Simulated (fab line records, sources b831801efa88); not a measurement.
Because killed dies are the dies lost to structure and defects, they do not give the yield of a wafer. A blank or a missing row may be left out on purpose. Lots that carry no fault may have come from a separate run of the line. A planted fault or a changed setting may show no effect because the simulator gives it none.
fab line records	flow sky130
record: lots: 5	wafers: 23
route steps=708 shown METAL2@485 VIA2@528 CAPM@550 VIA3@580
start-h: the number of hours between the record's first day and the start of the first shown wafer of the lot	wait-h: how many hours have passed since the lot's step before this one	" same as the row above	L1.1+2: a row that stands for several wafers	- no value, or no start was given	* or withheld: withheld	< > ~ a bound
route shown NAME@n: a module of which the file shows steps, and the number in the route of the first	usual: the fault-free wafers' mean and standard deviation	same: alike in all rows	chamber/n: place in a boat	sites: per-site readings	_std_site: standard deviation of those values	_edge_site: mean of outer sites minus mean of inner sites	radius-mm: how far each site lies from the wafer's centre	mask NAME#n: copy n	behind: tool/chamber where the wafer was last shaped	hold: the reason the lot was held/the length of the hold in hours/how it ended	device: transistor that didn't switch, given as n, p or np	end of line: the same wafers' tests at the end of the route	a step given without rows: its recipe and nothing more	killed: the dies lost at the first sort to structure and to defects; this is not the yield of the wafer	map: dies across one wafer; x = killed, . = not, _ = none there
set.NAME: the run value of the setting; set.NAME@STEP: its run value at that earlier step	model.NAME: the simulator's own value behind a step, which no gauge read
one table per step and one row per wafer, for lots whose settings were changed on purpose
== steps ==
step: SKY_METAL2_SPUTTER_02
recipe: material: AlCu	target-thk-nm: 250	power-w: 10600	time-s: 13.3	chamber-pressure-pa: 0.4
lot.wafer	tool	chamber	start-h	wait-h	set.time-s	model.AlCu_of_METAL2_SPUTTER_02.thk-nm
L074.1	pvd-sputter-04	-	826.05	0.0	13.3	251
L074.4	"	-	"	"	13.3	243.6
L074.5	"	-	"	"	13.3	247.7
L078.1	pvd-sputter-04	-	827.53	0.0	13.3	248.3
L078.2	"	-	"	"	13.3	251.5
L078.3	"	-	"	"	13.3	256.6
L078.4	"	-	"	"	13.3	253.2
L078.5	"	-	"	"	13.3	253.6
L075.1	pvd-sputter-01	-	829.15	0.0	12.52	239.6
L075.2	"	-	"	"	13.3	254.2
L075.3	"	-	"	"	13.3	251.5
L075.4	"	-	"	"	12.52	240.5
L075.5	"	-	"	"	12.52	239.8
L080.1	pvd-sputter-02	-	837.03	0.0	14.72	275.5
L080.2	"	-	"	"	13.3	249.5
L080.3	"	-	"	"	13.3	248.8
L080.5	"	-	"	"	14.72	276.8
L080.6	"	-	"	"	13.3	248.4
L084.1	pvd-sputter-01	-	856.00	0.0	13.3	250.7
L084.3	"	-	"	"	12.17	229.7
L084.4	"	-	"	"	12.17	231.4
L084.5	"	-	"	"	13.3	252.7
L084.6	"	-	"	"	13.3	250.4
step: SKY_METAL2_SPUTTER_03
recipe: material: Ti	target-thk-nm: 5	power-w: 3000	time-s: 3.3	chamber-pressure-pa: 0.4
step: SKY_METAL2_SPUTTER_04
recipe: material: TiN	target-thk-nm: 70	power-w: 6712	time-s: 58.3	chamber-pressure-pa: 0.4
step: SKY_METAL2_RS_MEAS_05
recipe: thk-meas-gauge: four-point-probe	reads: TiN_of_METAL2_SPUTTER_04+Ti_of_METAL2_SPUTTER_03+AlCu_of_METAL2_SPUTTER_02+TiN_of_METAL2_SPUTTER_01+Ti_of_METAL2_SPUTTER_00
usual: METAL2_ALCU_RS: 0.1267/0.0018
lot.wafer	tool	chamber	start-h	wait-h	set.time-s@METAL2_SPUTTER_02	METAL2_ALCU_RS[ohm/sq]
L074.1	film-metro-03	-	826.15	0.0	13.3	0.1260
L074.4	"	-	"	"	13.3	0.1299
L074.5	"	-	"	"	13.3	0.1279
L078.1	film-metro-01	-	827.63	0.0	13.3	0.1275
L078.2	"	-	"	"	13.3	0.1259
L078.3	"	-	"	"	13.3	0.1234
L078.4	"	-	"	"	13.3	0.1254
L078.5	"	-	"	"	13.3	0.1248
L075.1	film-metro-03	-	829.24	0.0	12.52	0.1320
L075.2	"	-	"	"	13.3	0.1245
L075.3	"	-	"	"	13.3	0.1259
L075.4	"	-	"	"	12.52	0.1318
L075.5	"	-	"	"	12.52	0.1321
L080.1	film-metro-01	-	837.12	0.0	14.72	0.1148
L080.2	"	-	"	"	13.3	0.1271
L080.3	"	-	"	"	13.3	0.1272
L080.5	"	-	"	"	14.72	0.1142
L080.6	"	-	"	"	13.3	0.1275
L084.1	film-metro-01	-	856.09	0.0	13.3	0.1263
L084.3	"	-	"	"	12.17	0.1386
L084.4	"	-	"	"	12.17	0.1374
L084.5	"	-	"	"	13.3	0.1251
L084.6	"	-	"	"	13.3	0.1263
step: SKY_METAL2_THK_MEAS_06
recipe: thk-meas-gauge: xrf	reads: AlCu_of_METAL2_SPUTTER_02
usual: METAL2_ALCU_THK: 248/4.6
lot.wafer	tool	chamber	start-h	wait-h	set.time-s@METAL2_SPUTTER_02	METAL2_ALCU_THK[nm]
L074.1	film-metro-03	-	826.27	0.1	13.3	247
L074.4	"	-	"	"	13.3	240
L074.5	"	-	"	"	13.3	242
L078.1	film-metro-01	-	827.75	0.1	13.3	250
L078.2	"	-	"	"	13.3	251
L078.3	"	-	"	"	13.3	256
L078.4	"	-	"	"	13.3	252
L078.5	"	-	"	"	13.3	253
L075.1	film-metro-03	-	829.36	0.1	12.52	236
L075.2	"	-	"	"	13.3	248
L075.3	"	-	"	"	13.3	246
L075.4	"	-	"	"	12.52	238
L075.5	"	-	"	"	12.52	236
L080.1	film-metro-01	-	837.24	0.1	14.72	275
L080.2	"	-	"	"	13.3	249
L080.3	"	-	"	"	13.3	251
L080.5	"	-	"	"	14.72	276
L080.6	"	-	"	"	13.3	250
L084.1	film-metro-01	-	856.21	0.1	13.3	253
L084.3	"	-	"	"	12.17	229
L084.4	"	-	"	"	12.17	233
L084.5	"	-	"	"	13.3	255
L084.6	"	-	"	"	13.3	253
step: SKY_METAL2_EXPOSE_12
recipe: mask-id: MM2	na: 0.8	source-shape: annular	sigma-inner: 0.55	sigma-outer: 0.85	target-cd-nm: 140	dose-mj: 28
lot.wafer	tool	chamber	start-h	wait-h	mask	set.dose-mj
L074.1+4+5	krf-scanner-01	0	-	-	MM2#0	28
L078.1+4	krf-scanner-02	0	-	-	MM2#0	29.05
L078.2+3+5	"	0	"	"	MM2#0	28
L075.1+4	krf-scanner-01	0	-	-	MM2#0	28
L075.2+3+5	"	0	"	"	MM2#0	28.58
L080.1+2+5	krf-scanner-02	0	-	-	MM2#0	26.9
L080.3+6	"	0	"	"	MM2#0	28
L084.1+6	krf-scanner-02	0	-	-	MM2#0	28
L084.3+4+5	"	0	"	"	MM2#0	27.39
step: SKY_METAL2_PEB_13
recipe: peb-temp-c: withheld	peb-time-s: withheld	resist: KrF-thick
step: SKY_METAL2_DEVELOP_14
recipe: develop-time-s: 60	resist: KrF-thick	dev-temp-c: 21
step: SKY_METAL2_CD_MEAS_15
recipe: target-cd-nm: 140
usual: cd-nm: 140.4/1.2
lot.wafer	tool	chamber	start-h	wait-h	set.dose-mj@METAL2_EXPOSE_12	cd-nm
L074.1	cd-sem-01	-	852.28	-	28	139.4
L074.4	"	-	"	"	28	139.5
L074.5	"	-	"	"	28	138.8
L078.1	cd-sem-02	-	853.39	-	29.05	131.2
L078.2	"	-	"	"	28	141.6
L078.3	"	-	"	"	28	140.0
L078.4	"	-	"	"	29.05	134.3
L078.5	"	-	"	"	28	140.3
L075.1	cd-sem-01	-	855.29	-	28	141.5
L075.2	"	-	"	"	28.58	134.9
L075.3	"	-	"	"	28.58	135.6
L075.4	"	-	"	"	28	139.0
L075.5	"	-	"	"	28.58	134.3
L080.1	cd-sem-02	-	863.68	-	26.9	148.2
L080.2	"	-	"	"	26.9	148.7
L080.3	"	-	"	"	28	141.4
L080.5	"	-	"	"	26.9	148.5
L080.6	"	-	"	"	28	143.7
L084.1	cd-sem-02	-	882.74	-	28	141.7
L084.3	"	-	"	"	27.39	145.1
L084.4	"	-	"	"	27.39	144.4
L084.5	"	-	"	"	27.39	144.2
L084.6	"	-	"	"	28	141.4
step: SKY_METAL2_DESCUM_17
recipe: chemistry: O2	source-power-w: 150	bias-power-w: 0	pressure-mtorr: 10	temp-c: 40	time-s: 8
lot.wafer	tool	chamber	start-h	wait-h	set.dose-mj@METAL2_EXPOSE_12	model.METAL2.cd-nm
L074.1	rie-metal-01	0	852.43	0.0	28	140.8
L074.4	"	1	"	"	28	140.3
L074.5	"	1	"	"	28	139.9
L078.1	rie-metal-03	1	853.54	0.0	29.05	131
L078.2	"	0	"	"	28	142.1
L078.3	"	1	"	"	28	139.7
L078.4	"	0	"	"	29.05	135.3
L078.5	"	0	"	"	28	140.8
L075.1	rie-metal-02	1	855.44	0.0	28	140.9
L075.2	"	0	"	"	28.58	135.2
L075.3	"	1	"	"	28.58	134.5
L075.4	"	0	"	"	28	139.4
L075.5	"	1	"	"	28.58	133
L080.1	rie-metal-01	0	863.83	0.0	26.9	149.8
L080.2+5	"	1	"	"	26.9	149.3
L080.3	"	0	"	"	28	142.9
L080.6	"	0	"	"	28	145.1
L084.1	rie-metal-02	1	882.89	0.0	28	141.5
L084.3	"	1	"	"	27.39	145.6
L084.4	"	0	"	"	27.39	144.6
L084.5	"	1	"	"	27.39	144.5
L084.6	"	0	"	"	28	142
step: SKY_METAL2_ETCH_18
recipe: chemistry: N2/H2	target: BARC	ion-energy-ev: 200	bias-w: 100	pressure-mtorr: 30	n2-flow-sccm: 100	h2-flow-sccm: 200	icp-w: 500	stop-on: SiO2	time-s: 45.9	target-depth-a: 600
lot.wafer	tool	chamber	start-h	wait-h	set.dose-mj@METAL2_EXPOSE_12	model.METAL2.cd-nm
L074.1	rie-metal-01	0	852.46	0.0	28	140.2
L074.4	"	1	"	"	28	140.1
L074.5	"	1	"	"	28	139.7
L078.1	rie-metal-03	1	853.57	0.0	29.05	131.7
L078.2	"	0	"	"	28	141.6
L078.3	"	1	"	"	28	140.8
L078.4	"	0	"	"	29.05	135.3
L078.5	"	0	"	"	28	140.3
L075.1	rie-metal-02	1	855.47	0.0	28	141.5
L075.2+5	"	0,1	"	"	28.58	134
L075.3	"	1	"	"	28.58	135.2
L075.4	"	0	"	"	28	137.9
L080.1	rie-metal-01	0	863.87	0.0	26.9	149.9
L080.2	"	1	"	"	26.9	149.6
L080.3	"	0	"	"	28	143.8
L080.5	"	1	"	"	26.9	149.7
L080.6	"	0	"	"	28	145.3
L084.1	rie-metal-02	1	882.92	0.0	28	141.2
L084.3	"	1	"	"	27.39	145.2
L084.4	"	0	"	"	27.39	142.7
L084.5	"	1	"	"	27.39	144.1
L084.6	"	0	"	"	28	139.9
step: SKY_METAL2_METAL_ETCH_19
recipe: target-depth-a: 3600	stop-on: SiO2	over-etch-frac: 0.3	time-s: 78	chemistry: Cl2/BCl3	resist-sidewall-deg: 88	pressure-mtorr: 10	icp-w: 874.2	bias-w: 48.5	Cl2_flow_sccm: 60	bcl3-flow-sccm: 30
lot.wafer	tool	chamber	start-h	wait-h	set.leave-above-ref-nm@VIA1_CMP_02	model.SiO2_of_VIA1_HDPCVD_00.thk-nm
L074.1	rie-metal-01	0	852.53	0.0	345	329.3
L074.4	"	1	"	"	345	331
L074.5	"	1	"	"	345	330.2
L078.1	rie-metal-03	1	853.64	0.0	345	330.7
L078.2	"	0	"	"	345	329.8
L078.3	"	1	"	"	328.6	315.5
L078.4	"	0	"	"	328.6	314.3
L078.5	"	0	"	"	345	332.3
L075.1	rie-metal-02	1	855.54	0.0	345	-
L075.2	"	0	"	"	345	330.7
L075.3	"	1	"	"	322.4	308.1
L075.4+5	"	0,1	"	"	322.4	-
L080.1+5	rie-metal-01	0,1	863.93	0.0	370	-
L080.2	"	1	"	"	345	332.2
L080.3	"	0	"	"	345	330.7
L080.6	"	0	"	"	370	355
L084.1	rie-metal-02	1	882.99	0.0	345	331.5
L084.3+4	"	1,0	"	"	365.4	-
L084.5	"	1	"	"	345	332.2
L084.6	"	0	"	"	365.4	351.4
step: SKY_VIA2_CVD_21
recipe: material: W	target-thk-nm: 420	time-s: 126.4	temp-c: 400	pressure-torr: 40
lot.wafer	tool	chamber	start-h	wait-h	set.temp-c	model.W_of_VIA2_CVD_21.thk-nm
L074.1	cvd-w-01	1	881.86	0.0	400	409.3
L074.4	"	1	"	"	400	411.7
L074.5	"	0	"	"	400	406.2
L078.1	cvd-w-01	1	882.56	0.0	400	410.9
L078.2	"	0	"	"	400	407.3
L078.3	"	0	"	"	400	407.2
L078.4	"	1	"	"	400	411.9
L078.5	"	0	"	"	400	407.7
L075.1	cvd-w-01	1	883.82	0.0	409.6	496.9
L075.2	"	0	"	"	409.6	488.9
L075.3	"	0	"	"	400	410.5
L075.4	"	1	"	"	400	413.6
L075.5	"	0	"	"	409.6	487
L080.1	cvd-w-02	0	892.21	0.0	400	429.3
L080.2	"	1	"	"	407.4	488.8
L080.3	"	1	"	"	407.4	483.9
L080.5	"	0	"	"	407.4	488.3
L080.6	"	1	"	"	400	428.4
L084.1	cvd-w-02	0	910.03	0.0	400	421.8
L084.3	"	0	"	"	400	424.1
L084.4+6	"	1,0	"	"	400	424.9
L084.5	"	1	"	"	400	425.2
step: SKY_VIA2_RS_MEAS_22
recipe: thk-meas-gauge: four-point-probe	reads: W_of_VIA2_CVD_21+TiN_of_VIA2_SPUTTER_20
usual: VIA2_W_RS: 0.273/0.0045
lot.wafer	tool	chamber	start-h	wait-h	set.temp-c@VIA2_CVD_21	VIA2_W_RS[ohm/sq]
L074.1	film-metro-02	-	881.99	0.1	400	0.280
L074.4	"	-	"	"	400	0.278
L074.5	"	-	"	"	400	0.281
L078.1	film-metro-01	-	882.69	0.1	400	0.279
L078.2	"	-	"	"	400	0.281
L078.3	"	-	"	"	400	0.282
L078.4	"	-	"	"	400	0.278
L078.5	"	-	"	"	400	0.281
L075.1	film-metro-01	-	883.95	0.1	409.6	0.230
L075.2	"	-	"	"	409.6	0.234
L075.3	"	-	"	"	400	0.279
L075.4	"	-	"	"	400	0.277
L075.5	"	-	"	"	409.6	0.235
L080.1	film-metro-01	-	892.34	0.1	400	0.267
L080.2	"	-	"	"	407.4	0.234
L080.3	"	-	"	"	407.4	0.236
L080.5	"	-	"	"	407.4	0.234
L080.6	"	-	"	"	400	0.267
L084.1	film-metro-01	-	910.16	0.1	400	0.271
L084.3	"	-	"	"	400	0.270
L084.4	"	-	"	"	400	0.270
L084.5	"	-	"	"	400	0.269
L084.6	"	-	"	"	400	0.269
step: SKY_VIA2_THK_MEAS_23
recipe: thk-meas-gauge: xrf	reads: W_of_VIA2_CVD_21
usual: VIA2_W_THK: 418/9.5
lot.wafer	tool	chamber	start-h	wait-h	set.temp-c@VIA2_CVD_21	VIA2_W_THK[nm]
L074.1	film-metro-02	-	882.11	0.1	400	406
L074.4	"	-	"	"	400	406
L074.5	"	-	"	"	400	399
L078.1	film-metro-01	-	882.81	0.1	400	406
L078.2	"	-	"	"	400	405
L078.3	"	-	"	"	400	405
L078.4	"	-	"	"	400	411
L078.5	"	-	"	"	400	404
L075.1	film-metro-01	-	884.07	0.1	409.6	490
L075.2	"	-	"	"	409.6	480
L075.3	"	-	"	"	400	408
L075.4	"	-	"	"	400	414
L075.5	"	-	"	"	409.6	477
L080.1	film-metro-01	-	892.46	0.1	400	433
L080.2	"	-	"	"	407.4	498
L080.3	"	-	"	"	407.4	491
L080.5	"	-	"	"	407.4	498
L080.6	"	-	"	"	400	435
L084.1	film-metro-01	-	910.28	0.1	400	427
L084.3	"	-	"	"	400	430
L084.4	"	-	"	"	400	429
L084.5	"	-	"	"	400	435
L084.6	"	-	"	"	400	431
step: SKY_VIA2_CMP_24
recipe: stop-on: SiO2	t-overpolish-s: 20	down-force-psi: 3.5	platen-rpm: 60	target-thk-nm: 0	pad-velocity-m-s: 0.94248
usual: time-to-endpoint-s: 103/3.6
lot.wafer	tool	chamber	start-h	wait-h	set.temp-c@VIA2_CVD_21	time-to-endpoint-s
L074.4	cmp-01	1	882.17	0.0	400	109
L074.1	"	3	"	"	400	110
L074.5	"	2	"	"	400	105
L078.1	cmp-02	2	882.87	0.1	400	100
L078.2	"	3	"	"	400	100
L078.3	"	0	"	"	400	96
L078.4	"	1	"	"	400	100
L078.5	"	2	"	"	400	100
L075.1	cmp-01	1	884.13	0.1	409.6	128
L075.3	"	2	"	"	400	106
L075.4	"	3	"	"	400	104
L075.2	"	0	"	"	409.6	117
L075.5	"	1	"	"	409.6	124
L080.3	cmp-01	2	892.52	0.0	407.4	120
L080.1	"	3	"	"	400	107
L080.2	"	0	"	"	407.4	113
L080.5	"	2	"	"	407.4	122
L080.6	"	3	"	"	400	106
L084.4	cmp-02	3	910.34	0.0	400	106
L084.1	"	0	"	"	400	100
L084.3	"	1	"	"	400	101
L084.5	"	3	"	"	400	107
L084.6	"	0	"	"	400	100
step: SKY_CAPM_METAL_ETCH_13
recipe: target-depth-nm: 220	stop-on: SiO2	chemistry: Cl2/BCl3	target: TiN	pressure-mtorr: 10	icp-w: 900	bias-w: 48.5	Cl2_flow_sccm: 60	bcl3-flow-sccm: 30	time-s: 62.9
lot.wafer	tool	chamber	start-h	wait-h	set.icp-w	model.NOVOLAK_of_CAPM_COAT_07.thk-nm
L074.1	rie-metal-04	1	907.10	0.0	900	992.8
L074.4	"	0	"	"	900	994
L074.5	"	0	"	"	900	995.3
L078.1	rie-metal-03	1	908.35	0.0	872.7	995.2
L078.2	"	0	"	"	872.7	991.8
L078.3	"	0	"	"	900	989
L078.4	"	1	"	"	872.7	992.6
L078.5	"	1	"	"	900	990
L075.1	rie-metal-01	0	909.32	0.0	900	986.8
L075.2	"	1	"	"	838.1	1003
L075.3	"	1	"	"	900	991.7
L075.4	"	0	"	"	838.1	1002
L075.5	"	1	"	"	900	990.2
L080.1	rie-metal-04	0	917.95	0.0	900	997.9
L080.2	"	1	"	"	900	995.9
L080.3	"	1	"	"	809.9	1003
L080.5	"	1	"	"	809.9	1004
L080.6	"	0	"	"	809.9	1008
L084.1	rie-metal-03	1	935.76	0.0	900	992
L084.3	"	1	"	"	900	993.7
L084.4	"	1	"	"	900	992.8
L084.5	"	1	"	"	900	995
L084.6	"	1	"	"	900	993.6
step: SKY_VIA3_COAT_07
recipe: resist: KrF-thick	spin-rpm: 3000	resist-thk-nm: 450
lot.wafer	tool	chamber	start-h	wait-h	set.spin-rpm	model.KrF-thick_of_VIA3_COAT_07.thk-nm
L074.1	litho-track-04	0	-	-	3000	449
L074.4	"	0	"	"	3000	449.3
L074.5	"	0	"	"	3000	450
L078.1	litho-track-03	0	-	-	3000	452.6
L078.2+3	"	0	"	"	3000	451.2
L078.4	"	0	"	"	3000	451.1
L078.5	"	0	"	"	3000	451.5
L075.1	litho-track-04	0	-	-	3000	449.4
L075.2+4	"	0	"	"	3000	449.1
L075.3	"	0	"	"	3000	449
L075.5	"	0	"	"	3000	449.3
L080.1	litho-track-01	0	-	-	3000	450
L080.2	"	0	"	"	2815	464.5
L080.3	"	0	"	"	2815	464.6
L080.5	"	0	"	"	3000	449.7
L080.6	"	0	"	"	2815	464
L084.1	litho-track-04	0	-	-	2822	460.7
L084.3	"	0	"	"	2822	462.7
L084.4	"	0	"	"	3000	447.7
L084.5	"	0	"	"	2822	460.9
L084.6	"	0	"	"	3000	447.8
step: SKY_VIA3_SOFTBAKE_08
recipe: temp-c: 100	time-s: 90	resist: KrF-thick
lot.wafer	tool	chamber	start-h	wait-h	set.temp-c	set.spin-rpm@VIA3_COAT_07	model.KrF-thick_of_VIA3_COAT_07.thk-nm
L074.1	litho-track-04	0	-	-	100	3000	449
L074.4	"	0	"	"	100	3000	449.3
L074.5	"	0	"	"	100	3000	450
L078.1	litho-track-03	0	-	-	100	3000	452.6
L078.2+3	"	0	"	"	100	3000	451.2
L078.4	"	0	"	"	100	3000	451.1
L078.5	"	0	"	"	100	3000	451.5
L075.1	litho-track-04	0	-	-	100	3000	449.4
L075.2+4	"	0	"	"	100	3000	449.1
L075.3	"	0	"	"	100	3000	449
L075.5	"	0	"	"	100	3000	449.3
L080.1	litho-track-01	0	-	-	100	3000	450
L080.2	"	0	"	"	100	2815	464.5
L080.3	"	0	"	"	100	2815	464.6
L080.5	"	0	"	"	100	3000	449.7
L080.6	"	0	"	"	100	2815	464
L084.1	litho-track-04	0	-	-	100	2822	460.7
L084.3	"	0	"	"	103.1	2822	460.8
L084.4	"	0	"	"	100	3000	447.7
L084.5	"	0	"	"	103.1	2822	458.9
L084.6	"	0	"	"	100	3000	447.8
step: SKY_VIA3_ETCH_15
recipe: target: SiO2	chemistry: C4F8/O2/Ar	target-depth-nm: 507	stop-on: TiN	mask-material: KrF-thick	source-w: 1500	bias-w: 1200	pressure-mtorr: 40	c4f8-flow-sccm: withheld	O2_flow_sccm: 6	Ar_flow_sccm: 300	time-s: 78
lot.wafer	tool	chamber	start-h	wait-h	set.bias-w	set.spin-rpm@VIA3_COAT_07	model.KrF-thick_of_VIA3_COAT_07.thk-nm
L074.1	rie-diel-02	1	958.98	0.0	1200	3000	291.9
L074.4	"	3	"	"	1200	3000	285.6
L074.5	"	1	"	"	1200	3000	293.3
L078.1	rie-diel-02	2	960.38	0.0	1200	3000	292.7
L078.2	"	0	"	"	1200	3000	293.8
L078.3	"	3	"	"	1200	3000	286.1
L078.4	"	1	"	"	1200	3000	292.3
L078.5	"	2	"	"	1200	3000	292.2
L075.1	rie-diel-03	3	961.78	0.0	1066	3000	296.6
L075.2	"	0	"	"	1200	3000	297.5
L075.3	"	1	"	"	1066	3000	295.8
L075.4	"	2	"	"	1200	3000	293.3
L075.5	"	2	"	"	1200	3000	292.9
L080.1	rie-diel-03	2	969.40	0.0	1259	3000	292.2
L080.2	"	0	"	"	1259	2815	312
L080.3	"	1	"	"	1259	2815	307.1
L080.5	"	3	"	"	1200	3000	294.2
L080.6	"	2	"	"	1200	2815	308.1
L084.1	rie-diel-02	0	986.73	0.0	1200	2822	304.5
L084.3	"	1	"	"	1259	2822	300.9
L084.4	"	2	"	"	1200	3000	288.2
L084.5	"	2	"	"	1259	2822	297.9
L084.6	"	1	"	"	1259	3000	287.7
step: SKY_VIA3_STRIP_16
recipe: chemistry: O2/N2	power-w: 1400	pressure-mtorr: 1500	platen-temp-c: withheld	o2-flow-sccm: 3000	n2-flow-sccm: 300	overash-fraction: 0.5
usual: strip-time-to-endpoint-s: 4.14/0.041
lot.wafer	tool	chamber	start-h	wait-h	set.spin-rpm@VIA3_COAT_07	strip-time-to-endpoint-s
L074.1	plasma-asher-02	0	959.04	0.0	3000	4.13
L074.4	"	1	"	"	3000	4.08
L074.5	"	1	"	"	3000	4.16
L078.1	plasma-asher-03	0	960.44	0.0	3000	4.16
L078.2	"	1	"	"	3000	4.15
L078.3	"	0	"	"	3000	4.07
L078.4	"	1	"	"	3000	4.16
L078.5	"	1	"	"	3000	4.14
L075.1	plasma-asher-01	1	961.84	0.0	3000	4.19
L075.2	"	0	"	"	3000	4.21
L075.3	"	0	"	"	3000	4.18
L075.4	"	1	"	"	3000	4.15
L075.5	"	1	"	"	3000	4.15
L080.1	plasma-asher-02	0	969.46	0.0	3000	4.14
L080.2	"	1	"	"	2815	4.35
L080.3	"	0	"	"	2815	4.31
L080.5	"	1	"	"	3000	4.17
L080.6	"	0	"	"	2815	4.31
L084.1	plasma-asher-01	1	986.79	0.0	2822	4.26
L084.3	"	1	"	"	2822	4.23
L084.4	"	0	"	"	3000	4.10
L084.5	"	1	"	"	2822	4.19
L084.6	"	0	"	"	3000	4.11
== key ==
split: step: SKY_METAL2_SPUTTER_02	setting: time-s	stated: 13.3	by: wafer
response: step: SKY_METAL2_SPUTTER_02	reading: model.AlCu_of_METAL2_SPUTTER_02.thk-nm	change: +2.46	per: 1%	r: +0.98
response: step: SKY_METAL2_RS_MEAS_05	reading: METAL2_ALCU_RS	change: -0.00126	per: 1%	r: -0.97
response: step: SKY_METAL2_THK_MEAS_06	reading: METAL2_ALCU_THK	change: +2.38	per: 1%	r: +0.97
split: step: SKY_METAL2_EXPOSE_12	setting: dose-mj	stated: 28	by: wafer
response: step: SKY_METAL2_CD_MEAS_15	reading: cd-nm	change: -1.82	per: 1%	r: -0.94
response: step: SKY_METAL2_DESCUM_17	reading: model.METAL2.cd-nm	change: -1.81	per: 1%	r: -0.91
response: step: SKY_METAL2_ETCH_18	reading: model.METAL2.cd-nm	change: -1.73	per: 1%	r: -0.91
split: step: SKY_VIA2_CVD_21	setting: temp-c	stated: 400	by: wafer
response: step: SKY_VIA2_CVD_21	reading: model.W_of_VIA2_CVD_21.thk-nm	change: +32.3	per: 1%	r: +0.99
response: step: SKY_VIA2_RS_MEAS_22	reading: VIA2_W_RS	change: -0.0183	per: 1%	r: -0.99
response: step: SKY_VIA2_THK_MEAS_23	reading: VIA2_W_THK	change: +31.1	per: 1%	r: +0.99
response: step: SKY_VIA2_CMP_24	reading: time-to-endpoint-s	change: *	per: 1%	r: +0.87
split: step: SKY_CAPM_METAL_ETCH_13	setting: icp-w	stated: 900	by: wafer
response: step: SKY_CAPM_METAL_ETCH_13	reading: model.NOVOLAK_of_CAPM_COAT_07.thk-nm	change: -1.17	per: 1%	r: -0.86
split: step: SKY_VIA3_COAT_07	setting: spin-rpm	stated: 3000	by: wafer
response: step: SKY_VIA3_COAT_07	reading: model.KrF-thick_of_VIA3_COAT_07.thk-nm	change: -2.33	per: 1%	r: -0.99
response: step: SKY_VIA3_SOFTBAKE_08	reading: model.KrF-thick_of_VIA3_COAT_07.thk-nm	change: -2.22	per: 1%	r: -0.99
response: step: SKY_VIA3_ETCH_15	reading: model.KrF-thick_of_VIA3_COAT_07.thk-nm	change: -2.4	per: 1%	r: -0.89
response: step: SKY_VIA3_STRIP_16	reading: strip-time-to-endpoint-s	change: *	per: 1%	r: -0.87
split: step: SKY_VIA3_SOFTBAKE_08	setting: temp-c	stated: 100	by: wafer
response none clear
split: step: SKY_VIA3_ETCH_15	setting: bias-w	stated: 1200	by: wafer
response none clear
split outside-this-file step=SKY_VIA1_CMP_02 setting=leave-above-ref-nm
split outside-this-file: this setting was split too, and the file shows its column; the key of that split is in another file
